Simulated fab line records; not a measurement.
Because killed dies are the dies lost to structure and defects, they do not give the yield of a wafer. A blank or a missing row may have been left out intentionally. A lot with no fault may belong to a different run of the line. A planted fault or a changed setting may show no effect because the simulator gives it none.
Which of the tools did it? | flow gf180mcu | Sampling: 6 lots, 18 wafers, 2 of 602 route steps

== WHAT THE GAUGES READ, wafer by wafer ==
GF_V4_THK_MEAS_03.
lot  | measured     | on            | V4_CVD_02_THK (nm)
L634 | day 23 15:15 | film metro-03 | 849 865 826
L638 | day 25 08:47 | film metro-04 | 852 864 854
L640 | day 25 21:46 | film metro-03 | 835 854 855
L647 | day 28 02:35 | film metro-04 | 851 549 852
L653 | day 29 22:32 | film metro-03 | 821 853 861
L656 | day 30 11:43 | film metro-04 | 854 844 851

== EACH LOT AND THE TOOL THAT RAN IT (in order: tool; ch and the chambers of the sampled wafers; start) ==
lot  | GF_V4_CVD_02
L634 | pecvd-02 ch 1,2, day 23 15:10
L638 | pecvd-04 ch 0,2, day 25 08:43
L640 | pecvd-04 ch 0,1,2, day 25 21:41
L647 | pecvd-03 ch 0,1,2, day 28 02:31
L653 | pecvd-02 ch 0,2, day 29 22:28
L656 | pecvd-04 ch 0,2, day 30 11:38
- GF_V4_CVD_02: deposits SiO2 from TEOS, target thk 850 nm, time 94.851 s.

== THE ANSWER, worked out from the rows above alone ==
Rule: the lots themselves supply what counts as usual. Put in order of their means at a reading, lots are off if they are a third of the lots or fewer, leave a main group of 4 or more, and stand apart from it by a gap of 3 or more times the standard deviation of the main group's means; of several such gaps the widest counts. Not used: any main group whose means are identical at the precision the tables above print for the reading. Also off: a lot with no number at a reading for which 4 or more lots have one. The other lots that the step has rows for count as sound.
Off: L647, at GF_V4_THK_MEAS_03 (V4_CVD_02_THK). The main group has a mean of 849 nm with a standard deviation of 4.
A tool fits if, at a process step before that reading, it ran every lot that is off, and no sound lot after the first of them. Those tools and the gauges at GF_V4_THK_MEAS_03 are tried in the same way. One fits: GF_V4_CVD_02 on pecvd-03. It ran no sound lot before its first lot that is off in this sample, so the start can't be narrowed down.

== WHAT THE SIMULATOR HAD INSERTED ==
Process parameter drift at GF_V4_CVD_02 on pecvd-03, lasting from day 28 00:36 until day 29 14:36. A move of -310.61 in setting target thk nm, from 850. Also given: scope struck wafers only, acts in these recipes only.
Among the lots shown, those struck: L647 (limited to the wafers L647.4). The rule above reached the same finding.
